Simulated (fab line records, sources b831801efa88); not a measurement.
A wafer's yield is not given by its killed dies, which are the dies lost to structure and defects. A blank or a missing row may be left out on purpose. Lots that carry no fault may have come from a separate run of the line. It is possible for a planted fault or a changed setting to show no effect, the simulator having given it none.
Problem report, 8D (eight disciplines) form, completed by code	flow sky130	the parts of the form that need people (team, actions taken, sign-off) are left out

== 1. PROBLEM STATEMENT ==
Wafers without a fault read 494.2 W, standard deviation 2.7; rf_fwd_power_W at SKY_FIELD_ISO_ETCH_14 reads a mean of 415.1 W on 6 wafers belonging to 2 lots. That puts it -29 standard deviations away from the usual mean.
The step: etches BARC in N2/H2, stops on SiO2, time 45.9 s, target depth 60 nm.
Seen first at day 5 11:07 on rie_diel-01, wafer L442.1. The record has a number at this step for 18 wafers belonging to 6 lots. Rule for "out", or "out of limits": more than 4 standard deviations from the usual mean. All remaining wafers that have a number are taken as sound.

== 2. WHAT IT IS AND WHAT IT IS NOT ==
question	is	is not
which readings at this step	rf_fwd_power_W	drypump_motor_current_A, oes_product_au, throttle_valve_pct
which lots	L442, L443	L432, L433, L435, L450
which wafers of those lots	all that have a number	-
read on which tools	rie_diel-01	rie_diel-02, rie_diel-04
when	from day 5 11:07	up to then (9 sound wafers); but 3 sound wafers of L450 came after

== 3. SUSPECTS, AND WHAT RULES EACH OUT ==
Counting: a tool at any process step up to the reading remains a suspect when it ran all the lots that are out and ran no sound lot after the first of those.
- rie_diel-01 at SKY_FIELD_ISO_ETCH_14 (etches BARC in N2/H2, stops on SiO2, time 45.9 s, target depth 60 nm): kept. All lots that are out passed through it, beginning with L442 at day 5 11:07, and no sound lot followed; its final sound lot before that point was L433 at day 3 11:28. Its own readings are out on those wafers: rf_fwd_power_W.
The count leaves rie_diel-01 at SKY_FIELD_ISO_ETCH_14.

== 4. THE CAUSE (what the simulator had put in) ==
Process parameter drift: rie_diel-01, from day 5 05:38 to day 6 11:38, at SKY_FIELD_ISO_ETCH_14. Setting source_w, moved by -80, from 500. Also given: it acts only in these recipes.
Only this tool survived the counting.

== 5. SEQUENCE OF EFFECTS, ordered by route ==
One row per reading whose mean, taken over the struck wafers that have a number, lies over 3 standard deviations from the usual. Scope: only readings with a usual standard deviation given in the record; hours: median across lots of the time from each lot's start at the first step in this table that gives one to its start at this step; sigmas: change in usual standard deviations.
hours	step	reading	usual	on struck wafers	change	sigmas
0	SKY_FIELD_ISO_ETCH_14	rf_fwd_power_W	494.2 W	415.1	-79.1	-29
It contains these process steps:
- SKY_FIELD_ISO_ETCH_14: etches BARC in N2/H2, stops on SiO2, time 45.9 s, target depth 60 nm.

== 6. WHAT WOULD HAVE CAUGHT IT SOONER ==
5 hours passed between the start of the fault at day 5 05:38 and the first reading out of limits in this record, taken at day 5 11:07.
